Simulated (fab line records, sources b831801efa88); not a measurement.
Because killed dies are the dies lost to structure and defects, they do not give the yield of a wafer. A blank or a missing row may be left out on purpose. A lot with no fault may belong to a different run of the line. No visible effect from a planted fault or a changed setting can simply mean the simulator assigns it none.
Code-filled problem report in 8D (eight disciplines) form ; flow sky130 ; the parts of the form that need people (team, actions taken, sign-off) are left out

## 1. PROBLEM STATEMENT
Wafers without a fault read 91.2 s, standard deviation 0.54; run-length-s at SKY_CAPM_METAL_ETCH_13 reads a mean of 94.5 s on 6 wafers belonging to 2 lots. That puts it +6.1 standard deviations away from the usual mean.
The step: etches TiN in Cl2/BCl3, stops on SiO2, target depth 220 nm, time 62.9 s.
Seen first at day 42 13:44 on rie-metal-03, wafer L340.1. Wafers with a number at this step in the record: 33, from 11 lots. Rule for "out", or "out of limits": more than 4 standard deviations from the usual mean. The rest of the wafers with a number are treated as sound.

## 2. WHAT THIS IS AND IS NOT
question;is;is not
which readings at this step;run-length-s;drypump-motor-current-A
which lots;L340, L342;L328, L329, L330, L331, L332, L344, L347, L348, L349
which wafers of those lots;all that have a number;-
read on which tools;rie-metal-03;rie-metal-02, rie-metal-04
when;from day 42 13:44;"up to then (15 sound wafers); but 12 sound wafers of L344, L347, L348, L349 came after"

## 3. WHAT RULES OUT EACH SUSPECT
Counting: a tool stays on the suspect list if, at a process step up to the reading, it processed all lots that are out and no sound lot following the first of them.
- cvd-w-02 at SKY_VIA2_CVD_21 (deposits W, target thk 420 nm, time 126.4 s): ruled out as a lasting fault. The sound lots L344, L347 went through it after L340, its earliest lot that is out (day 41 13:37).
- pvd-sputter-01 at SKY_METAL3_SPUTTER_00 (material Ti, target thk 15 nm, time 10 s): ruled out as a lasting fault. The sound lots L344, L347, L348, L349 went through it after L340, its earliest lot that is out (day 41 14:29).
- pvd-sputter-01 at SKY_METAL3_SPUTTER_03 (material Ti, target thk 5 nm, time 3.3 s): ruled out as a lasting fault. The sound lots L344, L347, L348, L349 went through it after L340, its earliest lot that is out (day 41 14:35).
- rie-metal-03 at SKY_CAPM_METAL_ETCH_13 (etches TiN in Cl2/BCl3, stops on SiO2, target depth 220 nm, time 62.9 s): kept. It ran every lot that is out, first L340 (day 42 13:44), and no sound lot after that; its last sound lot up to then is L329 (day 38 23:23). Its own readings are out on those wafers: run-length-s.
Left after counting: rie-metal-03 at SKY_CAPM_METAL_ETCH_13.

## 4. THE CAUSE (what the simulator had put in)
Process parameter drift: rie-metal-03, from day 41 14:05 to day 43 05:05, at SKY_CAPM_METAL_ETCH_13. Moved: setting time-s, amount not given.
Counting left only this tool.

## 5. SEQUENCE OF EFFECTS, ordered by route
Each row: a reading whose mean over the struck wafers that have a number lies more than 3 standard deviations from the usual. Only readings for which the record gives a usual standard deviation are gone through. hours: the time from each lot's start at the first step in this table that gives one to its start at this step, as a median over the lots. sigmas: the change in usual standard deviations.
hours;step;reading;usual;on struck wafers;change;sigmas
0;SKY_CAPM_METAL_ETCH_13;run-length-s;91.2 s;94.5;+3.3;+6.1
24;SKY_METAL3_ETCH_17;oes-product-au;0.758 a.u.;0.733;-0.025;-3.4
It contains these process steps:
- SKY_CAPM_METAL_ETCH_13: etches TiN in Cl2/BCl3, stops on SiO2, target depth 220 nm, time 62.9 s.
- SKY_METAL3_ETCH_17: etches SiO2 in C4F8/O2/Ar, stops on TiN, time 3.9 s, target depth 15 nm.

## 6. WHAT WOULD HAVE CAUGHT IT SOONER
The fault began at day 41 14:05; the first out-of-limits reading in this record came at day 42 13:44, 24 hours later.
